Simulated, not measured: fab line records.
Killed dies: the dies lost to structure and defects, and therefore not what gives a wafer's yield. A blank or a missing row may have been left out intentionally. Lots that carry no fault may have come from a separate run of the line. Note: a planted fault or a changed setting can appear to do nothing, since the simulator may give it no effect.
2 desks, one fault	flow sky130	numbers are kept per desk, each desk with only its own; the story behind them comes last

== FROM THE METROLOGY DESK ==
What the gauges read, lot by lot, whatever tool the lot ran on: means of the sampled wafers that have a number. Any lot whose mean is over 4 standard deviations away from the usual mean is out of limits and marked OUT; that distance is given in the brackets.
Columns: A = cd_nm at SKY_CONTACT_CD_MEAS_14, usual 170.5 nm
lot	first seen here	A
L370	day 31 23:55	170.4
L373	day 32 10:35	168.8
L375	day 33 08:40	169.2
L376	day 33 13:03	173.7
L377	day 34 00:41	170.5
L378	day 34 01:33	171.7
L380	day 35 05:30	170.3
L383	day 36 01:41	169.3
L384	day 36 11:49	169.5
L386	day 36 22:27	174.1
L387	day 37 02:35	172.0
L392	day 38 10:24	169.6
L393	day 38 16:58	167.1
Result from this desk: across the 13 lots, nothing is out of limits.

== AT THE TOOL OWNER'S DESK: pvd_sputter-02 ==
At SKY_LI_CONTACT_PRE_CLEAN_18 (time 5.6 s), the tool's own readings, given per lot that ran on this tool as the mean of the sampled wafers with a number. Any lot whose mean is over 4 standard deviations away from the usual mean is out of limits and marked OUT; that distance is given in the brackets.
Columns: A = bias_v at SKY_LI_CONTACT_PRE_CLEAN_18, usual 358 V
lot	first seen here	A
L376	day 31 04:43	360
L377	day 31 16:50	356
L392	day 36 03:13	355
L393	day 36 10:25	359
Result from this desk: across the 4 lots, nothing is out of limits.

== ALL TOGETHER ==
The metrology desk saw nothing out of limits.
Nothing out of limits was seen by the tool owner's desk.

== WHAT THE SIMULATOR PUT IN ==
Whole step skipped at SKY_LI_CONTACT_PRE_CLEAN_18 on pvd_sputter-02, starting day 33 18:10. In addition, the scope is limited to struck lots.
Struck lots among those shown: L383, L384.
